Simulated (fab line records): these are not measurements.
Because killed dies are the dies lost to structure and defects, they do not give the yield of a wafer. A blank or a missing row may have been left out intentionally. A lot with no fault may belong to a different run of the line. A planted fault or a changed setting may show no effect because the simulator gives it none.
fab line records -- flow sky130 -- part 1 of 2: steps 1 to 20 of 21
record: lots: 6, wafers: 18, last-day: 50
route steps=708 shown LI_CONTACT@383 LOCAL_INTERCONNECT@387 PAD_OPEN@708
lots that met no fault: taken from a fault-free run of the same line
start-h: hours from the record's opening day to when the first of the lot's shown wafers began -- wait-h: hours elapsed since this lot's preceding step -- " identical to the entry in the row above -- L1.1+2: several wafers, shown together as one row -- - no value present, or no start provided -- * or withheld: withheld -- < > ~ a bound
route shown NAME@n: names a module that has steps shown in the file, with the first one's number in the route -- usual: mean/standard deviation taken from wafers without a fault -- same: alike in all rows -- chamber/n: place in a boat -- sites: per-site readings -- _std_site: the standard deviation of these -- _edge_site: the outer-site mean with the inner-site mean subtracted -- radius-mm: for every site, how far away it sits from the centre of the wafer -- mask NAME#n: copy n -- behind: the most recent tool/chamber to have shaped the wafer -- hold: what put the lot on hold/how long, in hours/how the hold closed -- device: the n, p or np transistor that did not switch -- end of line: tests run on the same wafers once the route is complete -- a step given without rows: its recipe and nothing more -- killed: count of dies lost to structure and defects at first sort (not the wafer's yield) -- map: dies across one wafer; x = killed, . = not, _ = none there
set.NAME: the setting the step ran with; set.NAME@STEP: the setting that earlier step ran with -- model.NAME: the simulator's own value behind a step, which no gauge read
lots at selected steps of the route; one table per step, one row per wafer
services: when a tool's chamber went out of use (start-h, in hours from the record's first day, below 0 if earlier), for how many hours, and the reason
== steps ==
step: SKY_LI_CONTACT_CVD_21
recipe: material: W, target-thk-nm: 400, time-s: 120.56, temp-c: 400, pressure-torr: 40
usual: heater-power-w: 935/40
same: time-s: 120.56
lot.wafer,tool,chamber,start-h,wait-h,heater-power-w
L719.1,cvd-w-01,1,760.34,0.0,893
L719.2,cvd-w-01,0,760.34,0.0,938
L719.3,cvd-w-01,1,760.34,0.0,879
L721.2,cvd-w-01,1,770.81,0.0,893
L721.4,cvd-w-01,1,770.81,0.0,875
L721.6,cvd-w-01,1,770.81,0.0,900
L725.2,cvd-w-01,1,801.47,0.0,883
L725.4,cvd-w-01,1,801.47,0.0,898
L725.6,cvd-w-01,0,801.47,0.0,964
L728.1,cvd-w-02,1,821.93,0.0,1016
L728.4,cvd-w-02,0,821.93,0.0,902
L728.5,cvd-w-02,0,821.93,0.0,922
L729.1,cvd-w-02,1,833.62,0.0,1013
L729.5,cvd-w-02,1,833.62,0.0,975
L729.6,cvd-w-02,0,833.62,0.0,932
L731.1,cvd-w-01,0,842.80,0.0,943
L731.2,cvd-w-01,1,842.80,0.0,897
L731.3,cvd-w-01,1,842.80,0.0,902
step: SKY_LI_CONTACT_RS_MEAS_22
recipe: thk-meas-gauge: four-point-probe, reads: W_of_LI_CONTACT_CVD_21+TiN_of_LI_CONTACT_SPUTTER_20+Ti_of_LI_CONTACT_SPUTTER_19
usual: LI_CONTACT_W_RS: 0.288/0.0032
lot.wafer,tool,chamber,start-h,wait-h,LI_CONTACT_W_RS[ohm/sq]
L719.1,film-metro-04,-,760.46,0.1,0.285
L719.2,film-metro-04,-,760.46,0.1,0.283
L719.3,film-metro-04,-,760.46,0.1,0.285
L721.2,film-metro-03,-,770.95,0.1,0.287
L721.4,film-metro-03,-,770.95,0.1,0.288
L721.6,film-metro-03,-,770.95,0.1,0.290
L725.2,film-metro-04,-,801.62,0.1,0.287
L725.4,film-metro-04,-,801.62,0.1,0.289
L725.6,film-metro-04,-,801.62,0.1,0.283
L728.1,film-metro-03,-,822.05,0.1,0.294
L728.4,film-metro-03,-,822.05,0.1,0.291
L728.5,film-metro-03,-,822.05,0.1,0.287
L729.1,film-metro-01,-,833.75,0.1,0.292
L729.5,film-metro-01,-,833.75,0.1,0.291
L729.6,film-metro-01,-,833.75,0.1,0.291
L731.1,film-metro-03,-,842.92,0.1,0.288
L731.2,film-metro-03,-,842.92,0.1,0.287
L731.3,film-metro-03,-,842.92,0.1,0.285
step: SKY_LI_CONTACT_THK_MEAS_23
recipe: thk-meas-gauge: xrf, reads: W_of_LI_CONTACT_CVD_21
usual: LI_CONTACT_W_THK: 385/4.8
lot.wafer,tool,chamber,start-h,wait-h,LI_CONTACT_W_THK[nm]
L719.1,film-metro-04,-,760.58,0.1,394
L719.2,film-metro-04,-,760.58,0.1,397
L719.3,film-metro-04,-,760.58,0.1,392
L721.2,film-metro-03,-,771.06,0.1,386
L721.4,film-metro-03,-,771.06,0.1,380
L721.6,film-metro-03,-,771.06,0.1,381
L725.2,film-metro-04,-,801.73,0.1,390
L725.4,film-metro-04,-,801.73,0.1,387
L725.6,film-metro-04,-,801.73,0.1,398
L728.1,film-metro-03,-,822.17,0.1,378
L728.4,film-metro-03,-,822.17,0.1,382
L728.5,film-metro-03,-,822.17,0.1,386
L729.1,film-metro-01,-,833.87,0.1,382
L729.5,film-metro-01,-,833.87,0.1,383
L729.6,film-metro-01,-,833.87,0.1,384
L731.1,film-metro-03,-,843.04,0.1,383
L731.2,film-metro-03,-,843.04,0.1,382
L731.3,film-metro-03,-,843.04,0.1,384
step: SKY_LI_CONTACT_CMP_24
recipe: stop-on: PSG, t-overpolish-s: 20, down-force-psi: 3.5, platen-rpm: 60, target-thk-nm: 0, pad-velocity-m-s: 0.94248
usual: motor-current-A: 11.2/1.3, overpolish-run-s: 19.999/0.0094, platen-rpm: 60.00/0.042, time-to-endpoint-s: 94/5.4
lot.wafer,tool,chamber,start-h,wait-h,motor-current-A,overpolish-run-s,platen-rpm,time-to-endpoint-s
L719.3,cmp-02,3,760.64,0.0,11.4,19.995,59.96,93
L719.1,cmp-02,0,760.64,0.0,10.6,19.977,60.07,96
L719.2,cmp-02,1,760.64,0.0,12.1,20.008,60.10,95
L721.2,cmp-01,2,771.11,0.0,10.5,20.004,59.97,99
L721.4,cmp-01,0,771.11,0.0,13.1,19.978,59.98,95
L721.6,cmp-01,2,771.11,0.0,10.2,19.969,59.97,97
L725.4,cmp-01,3,801.88,0.1,8.8,19.992,59.95,84
L725.2,cmp-01,0,801.88,0.1,13.0,20.005,60.03,93
L725.6,cmp-01,2,801.88,0.1,10.3,20.011,60.01,95
L728.4,cmp-02,3,822.28,0.1,11.1,19.994,60.04,91
L728.1,cmp-02,0,822.28,0.1,10.7,20.002,60.10,91
L728.5,cmp-02,2,822.28,0.1,10.5,19.991,60.08,96
L729.1,cmp-02,3,833.93,0.1,11.2,19.998,59.96,90
L729.6,cmp-02,3,833.93,0.1,11.4,20.002,60.04,94
L729.5,cmp-02,0,833.93,0.1,10.3,19.982,60.06,89
L731.1,cmp-02,3,843.10,0.1,11.5,20.016,60.02,100
L731.2,cmp-02,1,843.10,0.1,12.3,20.002,60.01,95
L731.3,cmp-02,2,843.10,0.1,10.9,20.004,60.04,104
step: SKY_LOCAL_INTERCONNECT_SPUTTER_00
recipe: material: TiN, target-thk-nm: 100, temp-c: 300, power-w: 6500, time-s: 83.3, chamber-pressure-pa: 0.4
usual: throttle-valve-pct: 30.1/1.2
same: time-s: 83.3
lot.wafer,tool,chamber,start-h,wait-h,throttle-valve-pct
L719.1,pvd-sputter-03,-,760.94,0.2,31.2
L719.2,pvd-sputter-03,-,760.94,0.2,28.9
L719.3,pvd-sputter-03,-,760.94,0.2,29.0
L721.2,pvd-sputter-04,-,771.41,0.2,29.1
L721.4,pvd-sputter-04,-,771.41,0.2,29.8
L721.6,pvd-sputter-04,-,771.41,0.2,29.9
L725.2,pvd-sputter-04,-,802.08,0.1,30.9
L725.4,pvd-sputter-04,-,802.08,0.1,30.8
L725.6,pvd-sputter-04,-,802.08,0.1,29.9
L728.1,pvd-sputter-03,-,822.53,0.1,31.7
L728.4,pvd-sputter-03,-,822.53,0.1,28.9
L728.5,pvd-sputter-03,-,822.53,0.1,31.5
L729.1,pvd-sputter-03,-,834.23,0.2,31.6
L729.5,pvd-sputter-03,-,834.23,0.2,28.9
L729.6,pvd-sputter-03,-,834.23,0.2,28.8
L731.1,pvd-sputter-04,-,843.40,0.2,29.9
L731.2,pvd-sputter-04,-,843.40,0.2,30.7
L731.3,pvd-sputter-04,-,843.40,0.2,30.6
step: SKY_LOCAL_INTERCONNECT_RS_MEAS_01
recipe: thk-meas-gauge: four-point-probe, reads: TiN_of_LOCAL_INTERCONNECT_SPUTTER_00
usual: LOCAL_INTERCONNECT_TIN_RS: 14.11/0.17
lot.wafer,tool,chamber,start-h,wait-h,LOCAL_INTERCONNECT_TIN_RS[ohm/sq]
L719.1,film-metro-02,-,761.01,0.0,14.11
L719.2,film-metro-02,-,761.01,0.0,13.76
L719.3,film-metro-02,-,761.01,0.0,14.00
L721.2,film-metro-02,-,771.49,0.1,14.21
L721.4,film-metro-02,-,771.49,0.1,13.93
L721.6,film-metro-02,-,771.49,0.1,13.94
L725.2,film-metro-02,-,802.16,0.1,14.19
L725.4,film-metro-02,-,802.16,0.1,14.43
L725.6,film-metro-02,-,802.16,0.1,13.83
L728.1,film-metro-02,-,822.59,0.0,14.13
L728.4,film-metro-02,-,822.59,0.0,14.17
L728.5,film-metro-02,-,822.59,0.0,14.14
L729.1,film-metro-02,-,834.29,0.0,13.95
L729.5,film-metro-02,-,834.29,0.0,13.83
L729.6,film-metro-02,-,834.29,0.0,13.74
L731.1,film-metro-03,-,843.46,0.0,13.91
L731.2,film-metro-03,-,843.46,0.0,14.13
L731.3,film-metro-03,-,843.46,0.0,14.32
step: SKY_LOCAL_INTERCONNECT_THK_MEAS_02
recipe: thk-meas-gauge: xrf, reads: TiN_of_LOCAL_INTERCONNECT_SPUTTER_00
usual: LOCAL_INTERCONNECT_TIN_THK: 99.7/1.2
lot.wafer,tool,chamber,start-h,wait-h,LOCAL_INTERCONNECT_TIN_THK[nm]
L719.1,film-metro-02,-,761.13,0.1,99.7
L719.2,film-metro-02,-,761.13,0.1,101.7
L719.3,film-metro-02,-,761.13,0.1,100.3
L721.2,film-metro-02,-,771.60,0.1,99.2
L721.4,film-metro-02,-,771.60,0.1,100.8
L721.6,film-metro-02,-,771.60,0.1,100.4
L725.2,film-metro-02,-,802.27,0.1,99.0
L725.4,film-metro-02,-,802.27,0.1,97.6
L725.6,film-metro-02,-,802.27,0.1,101.3
L728.1,film-metro-02,-,822.71,0.1,99.9
L728.4,film-metro-02,-,822.71,0.1,99.8
L728.5,film-metro-02,-,822.71,0.1,99.9
L729.1,film-metro-02,-,834.41,0.1,100.7
L729.5,film-metro-02,-,834.41,0.1,102.3
L729.6,film-metro-02,-,834.41,0.1,102.8
L731.1,film-metro-03,-,843.58,0.1,101.0
L731.2,film-metro-03,-,843.58,0.1,99.0
L731.3,film-metro-03,-,843.58,0.1,97.9
step: SKY_LOCAL_INTERCONNECT_DEHYDRATE_03
recipe: temp-c: 200, time-s: 60
step: SKY_LOCAL_INTERCONNECT_HMDS_04
recipe: prime-time-s: 60, prime-temp-c: 120
step: SKY_LOCAL_INTERCONNECT_COAT_05
recipe: resist: BARC, temp-c: withheld, time-s: withheld, spin-rpm: 3000, resist-thk-nm: 60
step: SKY_LOCAL_INTERCONNECT_COAT_06
recipe: resist: KrF-thick, spin-rpm: 2951, resist-thk-nm: 450
step: SKY_LOCAL_INTERCONNECT_SOFTBAKE_07
recipe: temp-c: 100, time-s: 90, resist: KrF-thick
step: SKY_LOCAL_INTERCONNECT_EXPOSE_08
recipe: mask-id: LI1M, na: 0.8, source-shape: annular, sigma-inner: 0.55, sigma-outer: 0.85, target-cd-nm: 170, dose-mj: 28
usual: exposure-dose-mJ-cm2: 28.002/0.026
lot.wafer,tool,chamber,start-h,wait-h,mask,exposure-dose-mJ-cm2
L719.1,krf-scanner-01,0,774.52,-,LI1M#0,28.016
L719.2,krf-scanner-01,0,774.52,-,LI1M#0,27.992
L719.3,krf-scanner-01,0,774.52,-,LI1M#0,27.997
L721.2,krf-scanner-02,0,785.21,-,LI1M#0,28.038
L721.4,krf-scanner-02,0,785.21,-,LI1M#0,28.022
L721.6,krf-scanner-02,0,785.21,-,LI1M#0,28.016
L725.2,krf-scanner-01,0,816.70,-,LI1M#0,28.018
L725.4,krf-scanner-01,0,816.70,-,LI1M#0,27.974
L725.6,krf-scanner-01,0,816.70,-,LI1M#0,27.985
L728.1,krf-scanner-02,0,835.83,-,LI1M#0,27.308
L728.4,krf-scanner-02,0,835.83,-,LI1M#0,27.330
L728.5,krf-scanner-02,0,835.83,-,LI1M#0,27.364
L729.1,krf-scanner-02,0,847.38,-,LI1M#0,27.375
L729.5,krf-scanner-02,0,847.38,-,LI1M#0,27.406
L729.6,krf-scanner-02,0,847.38,-,LI1M#0,27.344
L731.1,krf-scanner-01,0,856.62,-,LI1M#0,28.078
L731.2,krf-scanner-01,0,856.62,-,LI1M#0,28.025
L731.3,krf-scanner-01,0,856.62,-,LI1M#0,28.011
step: SKY_LOCAL_INTERCONNECT_PEB_09
recipe: peb-temp-c: withheld, peb-time-s: withheld, resist: KrF-thick
step: SKY_LOCAL_INTERCONNECT_DEVELOP_10
recipe: develop-time-s: 60, resist: KrF-thick, dev-temp-c: 21
step: SKY_LOCAL_INTERCONNECT_CD_MEAS_11
recipe: target-cd-nm: 170
usual: cd-nm: 170.4/1.6
lot.wafer,tool,chamber,start-h,wait-h,hold,cd-nm
L719.1,cd-sem-01,-,788.01,-,-,171.1
L719.2,cd-sem-01,-,788.01,-,-,172.0
L719.3,cd-sem-01,-,788.01,-,-,170.8
L721.2,cd-sem-01,-,798.70,-,-,171.7
L721.4,cd-sem-01,-,798.70,-,-,173.4
L721.6,cd-sem-01,-,798.70,-,-,171.3
L725.2,cd-sem-02,-,829.00,-,-,168.1
L725.4,cd-sem-02,-,829.00,-,-,168.3
L725.6,cd-sem-02,-,829.00,-,-,168.2
L728.1,cd-sem-01,-,848.33,-,await-dispo/0.2h/release,154.0
L728.4,cd-sem-01,-,848.33,-,await-dispo/0.2h/release,159.8
L728.5,cd-sem-01,-,848.33,-,await-dispo/0.2h/release,133.8
L728.1,cd-sem-01,-,848.78,0.4,-,154.2
L728.4,cd-sem-01,-,848.78,0.4,-,160.0
L728.5,cd-sem-01,-,848.78,0.4,-,133.9
L729.1,cd-sem-01,-,859.43,-,await-dispo/0.2h/release,140.4
L729.5,cd-sem-01,-,859.43,-,await-dispo/0.2h/release,153.0
L729.6,cd-sem-01,-,859.43,-,await-dispo/0.2h/release,154.1
L729.1,cd-sem-01,-,859.85,0.4,-,140.3
L729.5,cd-sem-01,-,859.85,0.4,-,153.6
L729.6,cd-sem-01,-,859.85,0.4,-,154.1
L731.1,cd-sem-01,-,869.94,-,-,168.4
L731.2,cd-sem-01,-,869.94,-,-,167.8
L731.3,cd-sem-01,-,869.94,-,-,168.4
step: SKY_LOCAL_INTERCONNECT_OVL_MEAS_12
usual: LOCAL_INTERCONNECT_OVL: 3/6.7
lot.wafer,tool,chamber,start-h,wait-h,hold,LOCAL_INTERCONNECT_OVL[nm]
L719.1,overlay-01,-,788.13,0.1,-,1
L719.2,overlay-01,-,788.13,0.1,-,4
L719.3,overlay-01,-,788.13,0.1,-,-2
L721.2,overlay-01,-,798.81,0.1,-,-7
L721.4,overlay-01,-,798.81,0.1,-,-10
L721.6,overlay-01,-,798.81,0.1,-,-12
L725.2,overlay-01,-,829.11,0.1,-,1
L725.4,overlay-01,-,829.11,0.1,-,2
L725.6,overlay-01,-,829.11,0.1,-,6
L728.1,overlay-01,-,856.05,7.3,await-dispo/7.2h/release,-8
L728.4,overlay-01,-,856.05,7.3,await-dispo/7.2h/release,5
L728.5,overlay-01,-,856.05,7.3,await-dispo/7.2h/release,-6
L729.1,overlay-01,-,869.39,9.5,await-dispo/9.4h/release,-1
L729.5,overlay-01,-,869.39,9.5,await-dispo/9.4h/release,-1
L729.6,overlay-01,-,869.39,9.5,await-dispo/9.4h/release,12
L731.1,overlay-02,-,870.06,0.1,-,8
L731.2,overlay-02,-,870.06,0.1,-,9
L731.3,overlay-02,-,870.06,0.1,-,11
step: SKY_LOCAL_INTERCONNECT_ETCH_13
recipe: chemistry: N2/H2, target: BARC, ion-energy-ev: 200, bias-w: 100, pressure-mtorr: 30, n2-flow-sccm: 100, h2-flow-sccm: 200, icp-w: 500, stop-on: SiO2, time-s: 45.9, target-depth-a: 600
usual: bias-w: 99.99/0.28, drypump-motor-current-A: 5.4/0.6, h2-flow-sccm: 199.8/0.62, oes-product-au: 0.854/0.0052, throttle-valve-pct: 13.225/0.009
same: time-s: 45.9
lot.wafer,tool,chamber,start-h,wait-h,bias-w,drypump-motor-current-A,h2-flow-sccm,oes-product-au,rf-hours-counter-h,throttle-valve-pct,model.LOCAL_INTERCONNECT.cd-nm
L719.1,rie-metal-03,1,788.16,0.0,100.11,6.5,200.5,0.861,9,13.232,171.7
L719.2,rie-metal-03,0,788.16,0.0,100.30,5.6,199.6,0.846,14,13.228,170.3
L719.3,rie-metal-03,1,788.16,0.0,100.28,6.5,200.6,0.854,-,13.225,171.4
L721.2,rie-metal-02,1,798.84,0.0,100.12,6.0,199.5,0.850,8,13.209,170.5
L721.4,rie-metal-02,1,798.84,0.0,100.15,6.0,200.5,0.849,-,13.233,172.1
L721.6,rie-metal-02,1,798.84,0.0,99.53,6.0,199.8,0.846,-,13.231,170.3
L725.2,rie-metal-02,1,829.14,0.0,99.63,6.0,199.3,0.859,9,13.210,167.6
L725.4,rie-metal-02,0,829.14,0.0,100.03,5.2,199.6,0.852,-,13.225,168.8
L725.6,rie-metal-02,1,829.14,0.0,100.16,6.0,199.0,0.852,-,13.233,167.3
L728.1,rie-metal-04,1,856.08,0.0,100.44,5.2,200.0,0.851,10,13.235,154.2
L728.4,rie-metal-04,0,856.08,0.0,100.38,4.7,199.2,0.859,-,13.220,161
L728.5,rie-metal-04,1,856.08,0.0,99.77,5.2,200.8,0.858,-,13.238,133
L729.1,rie-metal-04,1,869.43,0.0,100.03,5.2,200.3,0.864,11,13.241,140.2
L729.5,rie-metal-04,0,869.43,0.0,100.13,4.7,200.3,0.859,-,13.226,154.9
L729.6,rie-metal-04,1,869.43,0.0,99.99,5.2,199.7,0.856,-,13.202,154.1
L731.1,rie-metal-04,0,870.10,0.0,99.95,4.7,199.1,0.865,2,13.229,170.4
L731.2,rie-metal-04,1,870.10,0.0,99.87,5.2,200.8,0.843,11,13.214,168
L731.3,rie-metal-04,1,870.10,0.0,99.39,5.2,199.7,0.849,-,13.237,168.3
step: SKY_LOCAL_INTERCONNECT_METAL_ETCH_14
recipe: target-depth-nm: 110, stop-on: PSG, chemistry: Cl2/BCl3, target: TiN, resist-sidewall-deg: 88, pressure-mtorr: 10, icp-w: 900, bias-w: 48.5, Cl2_flow_sccm: 60, bcl3-flow-sccm: 30, time-s: 31.4
usual: bcl3-flow-sccm: 30.01/0.094, bias-w: 48.49/0.14, drypump-motor-current-A: 5.4/0.6, mfc-cl2-sccm: 60.00/0.16, oes-product-au: 0.942/0.0078, throttle-valve-pct: 21.900/0.0096
same: time-s: 31.4
lot.wafer,tool,chamber,start-h,wait-h,bcl3-flow-sccm,bias-w,drypump-motor-current-A,mfc-cl2-sccm,oes-product-au,rf-hours-counter-h,throttle-valve-pct,model.LOCAL_INTERCONNECT.cd-nm
L719.1,rie-metal-03,1,788.25,0.1,30.11,48.37,6.5,60.01,0.944,9,21.891,171.5
L719.2,rie-metal-03,0,788.25,0.1,30.00,48.24,5.6,59.66,0.951,14,21.891,170.5
L719.3,rie-metal-03,1,788.25,0.1,30.08,48.51,6.6,60.01,0.950,-,21.890,171.2
L721.2,rie-metal-02,1,798.90,0.0,29.86,48.61,6.0,60.03,0.940,8,21.910,170.2
L721.4,rie-metal-02,1,798.90,0.0,29.88,48.18,5.9,59.67,0.948,-,21.891,172
L721.6,rie-metal-02,1,798.90,0.0,29.95,48.46,5.9,59.95,0.953,-,21.896,170
L725.2,rie-metal-02,1,829.22,0.1,30.24,48.52,6.0,59.97,0.952,10,21.908,168.7
L725.4,rie-metal-02,0,829.22,0.1,29.94,48.55,5.2,60.01,0.933,-,21.915,169.4
L725.6,rie-metal-02,1,829.22,0.1,30.20,48.64,6.0,59.81,0.949,-,21.900,168.5
L728.1,rie-metal-04,1,856.15,0.0,30.21,48.69,5.2,59.98,0.942,10,21.905,153.6
L728.4,rie-metal-04,0,856.15,0.0,29.90,48.57,4.7,60.11,0.942,-,21.922,160
L728.5,rie-metal-04,1,856.15,0.0,29.87,48.70,5.2,60.19,0.945,-,21.914,132.3
L729.1,rie-metal-04,1,869.49,0.0,30.04,48.55,5.2,60.10,0.943,11,21.911,140
L729.5,rie-metal-04,0,869.49,0.0,29.93,48.40,4.7,60.12,0.953,-,21.888,154.1
L729.6,rie-metal-04,1,869.49,0.0,30.06,48.48,5.2,60.24,0.964,-,21.890,153.9
L731.1,rie-metal-04,0,870.16,0.0,29.94,48.45,4.7,59.89,0.947,2,21.895,169.7
L731.2,rie-metal-04,1,870.16,0.0,29.86,48.53,5.2,59.73,0.940,11,21.897,167.6
L731.3,rie-metal-04,1,870.16,0.0,29.90,48.45,5.2,59.77,0.938,-,21.893,167.9
step: SKY_LOCAL_INTERCONNECT_STRIP_15
recipe: chemistry: O2/N2, power-w: 1400, pressure-mtorr: 1500, platen-temp-c: withheld, o2-flow-sccm: 3000, n2-flow-sccm: 300, overash-fraction: 0.5
usual: drypump-motor-current-A: 5.8/0.52, oes-product-au: 0.429/0.0047, strip-time-to-endpoint-s: 4.765/0.026
lot.wafer,tool,chamber,start-h,wait-h,drypump-motor-current-A,oes-product-au,rf-hours-counter-h,strip-time-to-endpoint-s
L719.1,plasma-asher-04,1,788.32,0.0,5.6,0.431,100,4.769
L719.2,plasma-asher-04,0,788.32,0.0,6.0,0.430,100,4.758
L719.3,plasma-asher-04,0,788.32,0.0,5.9,0.430,-,4.777
L721.2,plasma-asher-01,0,798.95,0.0,5.6,0.422,5,4.812
L721.4,plasma-asher-01,0,798.95,0.0,5.6,0.434,-,4.809
L721.6,plasma-asher-01,1,798.95,0.0,6.7,0.429,-,4.828
L725.2,plasma-asher-01,1,829.29,0.0,6.7,0.419,8,4.752
L725.4,plasma-asher-01,0,829.29,0.0,5.6,0.427,-,4.738
L725.6,plasma-asher-01,0,829.29,0.0,5.6,0.430,-,4.764
L728.1,plasma-asher-01,0,856.20,0.0,5.6,0.425,10,4.784
L728.4,plasma-asher-01,0,856.20,0.0,5.6,0.429,-,4.758
L728.5,plasma-asher-01,0,856.20,0.0,5.6,0.429,-,4.807
L729.1,plasma-asher-01,0,869.64,0.1,5.5,0.423,11,4.773
L729.5,plasma-asher-01,0,869.64,0.1,5.6,0.424,-,4.758
L729.6,plasma-asher-01,1,869.64,0.1,6.7,0.426,-,4.783
L731.1,plasma-asher-04,1,870.22,0.0,5.6,0.435,108,4.734
L731.2,plasma-asher-04,0,870.22,0.0,5.9,0.427,108,4.712
L731.3,plasma-asher-04,1,870.22,0.0,5.6,0.427,-,4.731
== key ==
first-sign: step: SKY_LOCAL_INTERCONNECT_EXPOSE_08, reading: exposure-dose-mJ-cm2, direction: down, sigmas: 25, usual: *, struck: *
effect: step: SKY_LOCAL_INTERCONNECT_CD_MEAS_11, reading: visit, direction: added, through: control-loop
effect: step: SKY_LOCAL_INTERCONNECT_CD_MEAS_11, reading: cd-nm, direction: down, sigmas: 13, usual: 170.4, struck: 149.2, through: control-loop
effect: step: SKY_PAD_OPEN_PROBE_99, reading: killed-at-contacts, direction: up, sigmas: 17, usual: 25, struck: 120, wafers-moved: 2
model-effect: step: SKY_LOCAL_INTERCONNECT_ETCH_13, value: LOCAL_INTERCONNECT.cd-nm, without: 169.7, struck: 149.6
model-effect: step: SKY_LOCAL_INTERCONNECT_METAL_ETCH_14, value: LOCAL_INTERCONNECT.cd-nm, without: 169, struck: 149
more-kills-born-at: SKY_LOCAL_INTERCONNECT_EXPOSE_08@krf-scanner-02: 577
met-at SKY_LOCAL_INTERCONNECT_EXPOSE_08
struck-wafers L728.1,L728.4,L728.5,L729.1,L729.5,L729.6
later-rows-left-out L728.5
tester-left-out L728,L729
loop-trim: step: SKY_LOCAL_INTERCONNECT_EXPOSE_08, setting: dose, lots: L728,L729
onset-between 785.21 835.83
fault: kind: process-parameter-drift, tool: krf-scanner-02, chamber: -, onset-h: 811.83, steps: SKY_LOCAL_INTERCONNECT_EXPOSE_08, channel: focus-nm, offset: 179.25, spread-by-wafer: 0.3, shape: step, end-h: 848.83
tester-left-out: of these lots the tester's yield and bins aren't shown, on N5 and GAA mostly nor the transistor test; their killed dies are dies lost to structure and defects alone, not to doping, threshold or leakage, so they don't give the yield
later-rows-left-out: the simulator's readings of these wafers behind a module that went badly wrong aren't trusted and aren't shown, but for the sort
loop-trim: a control loop set the setting to another value than it would have without faults
